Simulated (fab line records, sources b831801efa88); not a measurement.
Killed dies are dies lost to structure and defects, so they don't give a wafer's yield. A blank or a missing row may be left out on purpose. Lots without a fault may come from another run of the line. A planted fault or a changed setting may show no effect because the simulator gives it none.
Which tool did it? | flow sky130 | 15 lots, 45 wafers sampled, at 4 steps of a route of 708

WHAT THE GAUGES READ, wafer by wafer
SKY_METAL3_OVL_MEAS_14. Usual: METAL3_OVL 0 nm, standard deviation 5.7.
lot  | measured     | on         | METAL3_OVL (nm) | flag
L688 | day 38 03:14 | overlay-01 | 3 0 -3          |
L687 | day 38 06:35 | overlay-01 | 1 1 -6          |
L689 | day 38 21:01 | overlay-02 | -3 4 -11        |
L693 | day 40 07:44 | overlay-01 | -4 -13 -4       |
L694 | day 40 14:32 | overlay-01 | 2 7 8           |
L695 | day 40 17:56 | overlay-02 | 5 -1 -2         |
L697 | day 41 16:08 | overlay-02 | 4 -1 -4         |
L698 | day 41 17:33 | overlay-02 | 4 -3 8          |
L699 | day 42 04:37 | overlay-01 | 10 10 4         |
L700 | day 42 08:48 | overlay-01 | 6 8 7           |
L701 | day 42 13:44 | overlay-01 | -2 -2 7         |
L702 | day 42 15:59 | overlay-01 | 0 3 -5          |
L703 | day 43 00:19 | overlay-02 | -8 -5 -6        |
L709 | day 44 20:26 | overlay-01 | -2 -5 -3        |
L710 | day 45 02:20 | overlay-01 | 1 12 8          |

SKY_VIA3_OVL_MEAS_13. Usual: VIA3_OVL 0 nm, standard deviation 6.5.
lot  | measured     | on         | VIA3_OVL (nm)     | flag
L688 | day 39 05:45 | overlay-01 | 5 10 3            |
L687 | day 39 09:14 | overlay-01 | 0 -10 -10         |
L689 | day 39 23:26 | overlay-01 | 2 0 -1            |
L693 | day 41 09:48 | overlay-01 | 4 1 3             |
L694 | day 41 16:32 | overlay-01 | 1 -3 -6           |
L695 | day 41 20:16 | overlay-02 | 3 11 -2           |
L697 | day 42 16:21 | overlay-02 | 6 0 -2            |
L698 | day 42 18:21 | overlay-02 | 8 -4 10           |
L699 | day 43 05:34 | overlay-02 | -2 3 4            |
L700 | day 43 09:59 | overlay-01 | -12 -3 -3         |
L701 | day 43 14:58 | overlay-02 | -8 -4 -3          |
L702 | day 43 15:41 | overlay-02 | 10 14 13 8 12 13  |
L703 | day 44 00:40 | overlay-02 | 20 20 10 18 20 11 |
L709 | day 45 19:10 | overlay-02 | -9 -4 -5          |
L710 | day 46 00:56 | overlay-01 | 15 11 15 16 8 12  |

WHICH TOOL RAN EACH LOT (tool, then ch and the chambers of the sampled wafers, then the start)
lot  | SKY_VIA3_CMP_02               | SKY_VIA3_EXPOSE_09
L688 | cmp-02 ch 0,2, day 38 04:31   | krf_scanner-01 ch 0, day 38 17:26
L687 | cmp-02 ch 0,1,2, day 38 07:50 | krf_scanner-02 ch 0, day 38 21:07
L689 | cmp-02 ch 0,2,3, day 38 22:19 | krf_scanner-01 ch 0, day 39 11:08
L693 | cmp-02 ch 0,1, day 40 08:59   | krf_scanner-01 ch 0, day 40 21:57
L694 | cmp-02 ch 2,3, day 40 15:43   | krf_scanner-01 ch 0, day 41 04:33
L695 | cmp-01 ch 0,1,3, day 40 19:38 | krf_scanner-02 ch 0, day 41 08:17
L697 | cmp-01 ch 1,2, day 41 17:19   | krf_scanner-01 ch 0, day 42 04:59
L698 | cmp-02 ch 1,2,3, day 41 18:43 | krf_scanner-02 ch 0, day 42 06:52
L699 | cmp-02 ch 0,2,3, day 42 05:49 | krf_scanner-01 ch 0, day 42 18:20
L700 | cmp-01 ch 0,2,3, day 42 10:15 | krf_scanner-02 ch 0, day 42 22:53
L701 | cmp-01 ch 0,3, day 42 14:55   | krf_scanner-01 ch 0, day 43 03:26
L702 | cmp-01 ch 0,1,3, day 42 17:16 | krf_scanner-01 ch 0, day 43 04:53
L703 | cmp-01 ch 0,2,3, day 43 01:31 | krf_scanner-01 ch 0, day 43 13:30
L709 | cmp-02 ch 0,2,3, day 44 21:48 | krf_scanner-02 ch 0, day 45 08:43
L710 | cmp-01 ch 0,2, day 45 03:56   | krf_scanner-01 ch 0, day 45 15:13
- SKY_VIA3_CMP_02: polishes SiO2.
- SKY_VIA3_EXPOSE_09: exposes mask VIM3, target cd 200 nm.

WHAT THE TOOLS THEMSELVES READ (means of the sampled wafers that have a number; where no wafer has one, the mark that the record gives instead)
SKY_VIA3_CMP_02. Usual: motor_current_A 12.1 A, standard deviation 1.8.
lot  | tool   | motor_current_A (A) | flag
L688 | cmp-02 | 11.7                |
L687 | cmp-02 | 10.7                |
L689 | cmp-02 | 13.2                |
L693 | cmp-02 | 9.7                 |
L694 | cmp-02 | 14.5                |
L695 | cmp-01 | 12.7                |
L697 | cmp-01 | 11.4                |
L698 | cmp-02 | 12.8                |
L699 | cmp-02 | 13.0                |
L700 | cmp-01 | 12.6                |
L701 | cmp-01 | 13.2                |
L702 | cmp-01 | 12.7                |
L703 | cmp-01 | 12.6                |
L709 | cmp-02 | 13.0                |
L710 | cmp-01 | 12.0                |

THE ANSWER, worked out from the rows above alone
Rule: a lot is off if the mean of its wafers that have a number lies more than 3 standard deviations from the usual mean. A lot without any number at a reading at which 4 lots or more have one is off too. The other lots that the step has rows for count as sound. The gauges are gone through in route order, then the tools' own readings, and for those a lot's mean is taken as printed above. The first step at which some lot is off is used, and at that step the reading that is off furthest; a lot without a number counts as furthest.
No lot is off at any reading shown: from this, nothing can be told.

WHAT THE SIMULATOR HAD PUT IN
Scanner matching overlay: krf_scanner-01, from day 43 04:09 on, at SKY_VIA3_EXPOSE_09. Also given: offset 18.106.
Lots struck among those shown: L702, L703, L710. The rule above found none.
